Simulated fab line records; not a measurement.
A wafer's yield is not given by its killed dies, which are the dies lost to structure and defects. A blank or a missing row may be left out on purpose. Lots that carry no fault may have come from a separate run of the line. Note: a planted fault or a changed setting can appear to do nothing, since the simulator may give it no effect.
Split-lot experiment :: flow sfqLine :: route with 325 steps; 5 lots, 23 wafers read

## SPLIT DETAILS
At SFQ_TRILAYER_I3_VIA_LITHO_COAT_085 (resist thk 650 nm), the setting spinRpm was moved away from the recipe's 3000 rpm on 9 of the 23 wafers read, by -7.3% to -2.5%. All remaining wafers had this setting at the recipe value.

## FROM THE SPLIT TO THE READING: what the file shows between them, 3 steps
- SFQ_TRILAYER_I3_VIA_LITHO_SOFTBAKE_089
- SFQ_TRILAYER_I3_VIA_LITHO_EXPOSE_086: exposes mask I3, target cd 500 nm
- SFQ_TRILAYER_I3_VIA_LITHO_DEVELOP_087: time 60 s

## THE READING
KrF_of_TRILAYER_I3_VIA_LITHO_COAT_085.thkNm (the simulator's own value, which no gauge read), in nm, at SFQ_TRILAYER_I3_VIA_BARC_OPEN_VIA_ETCH_121 (etches BARC in O2, target depth 125 nm, time 41.7 s). The file does not state a usual value for it. The 14 wafers here that ran the recipe average 570.3 nm, standard deviation 2.6 nm.

wafer: L074.2
tool, chamber at the split: lithoTrack-03, 0
spinRpm as run, rpm: 3000
against the recipe: recipe
KrF_of_TRILAYER_I3_VIA_LITHO_COAT_085.thkNm, nm: 576.2
against lot-mates on the recipe: -

wafer: L074.4
tool, chamber at the split: lithoTrack-03, 0
spinRpm as run, rpm: 3000
against the recipe: recipe
KrF_of_TRILAYER_I3_VIA_LITHO_COAT_085.thkNm, nm: 572.1
against lot-mates on the recipe: -

wafer: L074.6
tool, chamber at the split: lithoTrack-03, 0
spinRpm as run, rpm: 3000
against the recipe: recipe
KrF_of_TRILAYER_I3_VIA_LITHO_COAT_085.thkNm, nm: 573.2
against lot-mates on the recipe: -

wafer: L075.1
tool, chamber at the split: lithoTrack-04, 0
spinRpm as run, rpm: 3000
against the recipe: recipe
KrF_of_TRILAYER_I3_VIA_LITHO_COAT_085.thkNm, nm: 567.6
against lot-mates on the recipe: -

wafer: L075.2
tool, chamber at the split: lithoTrack-04, 0
spinRpm as run, rpm: 3000
against the recipe: recipe
KrF_of_TRILAYER_I3_VIA_LITHO_COAT_085.thkNm, nm: 567.2
against lot-mates on the recipe: -

wafer: L075.4
tool, chamber at the split: lithoTrack-04, 0
spinRpm as run, rpm: 3000
against the recipe: recipe
KrF_of_TRILAYER_I3_VIA_LITHO_COAT_085.thkNm, nm: 567.5
against lot-mates on the recipe: -

wafer: L075.5
tool, chamber at the split: lithoTrack-04, 0
spinRpm as run, rpm: 3000
against the recipe: recipe
KrF_of_TRILAYER_I3_VIA_LITHO_COAT_085.thkNm, nm: 566.1
against lot-mates on the recipe: -

wafer: L075.6
tool, chamber at the split: lithoTrack-04, 0
spinRpm as run, rpm: 3000
against the recipe: recipe
KrF_of_TRILAYER_I3_VIA_LITHO_COAT_085.thkNm, nm: 570.3
against lot-mates on the recipe: -

wafer: L078.1
tool, chamber at the split: lithoTrack-02, 0
spinRpm as run, rpm: 2781
against the recipe: -7.3%
KrF_of_TRILAYER_I3_VIA_LITHO_COAT_085.thkNm, nm: 595.1
against lot-mates on the recipe: +24.4

wafer: L078.3
tool, chamber at the split: lithoTrack-02, 0
spinRpm as run, rpm: 3000
against the recipe: recipe
KrF_of_TRILAYER_I3_VIA_LITHO_COAT_085.thkNm, nm: 570.7
against lot-mates on the recipe: -

wafer: L078.5
tool, chamber at the split: lithoTrack-02, 0
spinRpm as run, rpm: 3000
against the recipe: recipe
KrF_of_TRILAYER_I3_VIA_LITHO_COAT_085.thkNm, nm: 570.7
against lot-mates on the recipe: -

wafer: L078.4
tool, chamber at the split: lithoTrack-02, 0
spinRpm as run, rpm: 2781
against the recipe: -7.3%
KrF_of_TRILAYER_I3_VIA_LITHO_COAT_085.thkNm, nm: 595.3
against lot-mates on the recipe: +24.6

wafer: L078.6
tool, chamber at the split: lithoTrack-02, 0
spinRpm as run, rpm: 2781
against the recipe: -7.3%
KrF_of_TRILAYER_I3_VIA_LITHO_COAT_085.thkNm, nm: 595.3
against lot-mates on the recipe: +24.6

wafer: L083.1
tool, chamber at the split: lithoTrack-04, 0
spinRpm as run, rpm: 2909
against the recipe: -3.0%
KrF_of_TRILAYER_I3_VIA_LITHO_COAT_085.thkNm, nm: 581.3
against lot-mates on the recipe: +11.8

wafer: L083.2
tool, chamber at the split: lithoTrack-04, 0
spinRpm as run, rpm: 2909
against the recipe: -3.0%
KrF_of_TRILAYER_I3_VIA_LITHO_COAT_085.thkNm, nm: 579.4
against lot-mates on the recipe: +9.9

wafer: L083.4
tool, chamber at the split: lithoTrack-04, 0
spinRpm as run, rpm: 3000
against the recipe: recipe
KrF_of_TRILAYER_I3_VIA_LITHO_COAT_085.thkNm, nm: 569.7
against lot-mates on the recipe: -

wafer: L083.5
tool, chamber at the split: lithoTrack-04, 0
spinRpm as run, rpm: 2909
against the recipe: -3.0%
KrF_of_TRILAYER_I3_VIA_LITHO_COAT_085.thkNm, nm: 581.6
against lot-mates on the recipe: +12.1

wafer: L083.6
tool, chamber at the split: lithoTrack-04, 0
spinRpm as run, rpm: 3000
against the recipe: recipe
KrF_of_TRILAYER_I3_VIA_LITHO_COAT_085.thkNm, nm: 569.2
against lot-mates on the recipe: -

wafer: L085.1
tool, chamber at the split: lithoTrack-04, 0
spinRpm as run, rpm: 2924
against the recipe: -2.5%
KrF_of_TRILAYER_I3_VIA_LITHO_COAT_085.thkNm, nm: 580.9
against lot-mates on the recipe: +9.2

wafer: L085.2
tool, chamber at the split: lithoTrack-04, 0
spinRpm as run, rpm: 2924
against the recipe: -2.5%
KrF_of_TRILAYER_I3_VIA_LITHO_COAT_085.thkNm, nm: 580.7
against lot-mates on the recipe: +9.1

wafer: L085.3
tool, chamber at the split: lithoTrack-04, 0
spinRpm as run, rpm: 3000
against the recipe: recipe
KrF_of_TRILAYER_I3_VIA_LITHO_COAT_085.thkNm, nm: 572
against lot-mates on the recipe: -

wafer: L085.4
tool, chamber at the split: lithoTrack-04, 0
spinRpm as run, rpm: 2924
against the recipe: -2.5%
KrF_of_TRILAYER_I3_VIA_LITHO_COAT_085.thkNm, nm: 579.4
against lot-mates on the recipe: +7.8

wafer: L085.6
tool, chamber at the split: lithoTrack-04, 0
spinRpm as run, rpm: 3000
against the recipe: recipe
KrF_of_TRILAYER_I3_VIA_LITHO_COAT_085.thkNm, nm: 571.3
against lot-mates on the recipe: -

FIT RESULTS
A straight line over all 23 wafers: KrF_of_TRILAYER_I3_VIA_LITHO_COAT_085.thkNm changes by -3.45 nm for each +1% of spinRpm; r = -0.97; the points scatter about the line by 2.2 nm.
The same after taking each lot's own level away (the mean of its wafers on the recipe; 23 wafers): -3.4 nm for each +1%; r = -0.99; scatter 1.1 nm.
The reading moves by 25 nm for the largest change in spinRpm, on that fit.
Measured against the standard deviation above, the lots' own levels, which go from 567.74 to 573.83 nm, span 2.3 times it.
Consequently the slope shifts little with the lot-to-lot level, the two slopes agreeing.
Check: for one of the wafers moved furthest among these (-7.3%), held out of the fit, the line's prediction against its lot-mates is +25.1 nm. It came out at +24.4 nm against them.

## OTHER SPLITS ON THESE WAFERS
Before the reading, these wafers also passed through other splits. Each is held against what the fit with the lots' levels taken away leaves over:
other split on the same wafers: SFQ_TRILAYER_M2_LITHO_EXPOSE_058 doseMj
wafers away from the commonest value: 9
r with KrF_of_TRILAYER_I3_VIA_LITHO_COAT_085.thkNm (lot level and that fit taken away): +0.02

other split on the same wafers: SFQ_TRILAYER_I2_CMP_CMP_064 leaveAboveRefNm
wafers away from the commonest value: 9
r with KrF_of_TRILAYER_I3_VIA_LITHO_COAT_085.thkNm (lot level and that fit taken away): +0.03

other split on the same wafers: SFQ_TRILAYER_I2_VIA_LITHO_COAT_067 resistThkNm
wafers away from the commonest value: 10
r with KrF_of_TRILAYER_I3_VIA_LITHO_COAT_085.thkNm (lot level and that fit taken away): -0.03

other split on the same wafers: SFQ_TRILAYER_I2_VIA_ETCH_VIA_ETCH_070 biasW
wafers away from the commonest value: 8
r with KrF_of_TRILAYER_I3_VIA_LITHO_COAT_085.thkNm (lot level and that fit taken away): -0.03

other split on the same wafers: SFQ_TRILAYER_M3_DEP_SPUTTER_073 timeS
wafers away from the commonest value: 6
r with KrF_of_TRILAYER_I3_VIA_LITHO_COAT_085.thkNm (lot level and that fit taken away): +0.36

other split on the same wafers: SFQ_TRILAYER_M3_LITHO_COAT_075 resistThkNm
wafers away from the commonest value: 6
r with KrF_of_TRILAYER_I3_VIA_LITHO_COAT_085.thkNm (lot level and that fit taken away): +0.11

other split on the same wafers: SFQ_TRILAYER_M3_BARC_OPEN_METAL_ETCH_100 timeS
wafers away from the commonest value: 5
r with KrF_of_TRILAYER_I3_VIA_LITHO_COAT_085.thkNm (lot level and that fit taken away): -0.18

## THE WHOLE CHAIN: every reading that the file lists as answering this split, in the file's order
step: SFQ_TRILAYER_I3_VIA_LITHO_COAT_085
what it does: resist thk 650 nm
reading: KrF_of_TRILAYER_I3_VIA_LITHO_COAT_085.thkNm (the simulator's own value, which no gauge read)
change (the file's fit): -3.5 nm for each +1% of the setting
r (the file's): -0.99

step: SFQ_TRILAYER_I3_VIA_BARC_OPEN_VIA_ETCH_121
what it does: etches BARC in O2, target depth 125 nm, time 41.7 s
reading: KrF_of_TRILAYER_I3_VIA_LITHO_COAT_085.thkNm (the simulator's own value, which no gauge read)
change (the file's fit): -3.42 nm for each +1% of the setting
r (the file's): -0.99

## THE FILE'S OWN FIT
KrF_of_TRILAYER_I3_VIA_LITHO_COAT_085.thkNm changes by -3.42 nm for each +1% of spinRpm, r = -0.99.
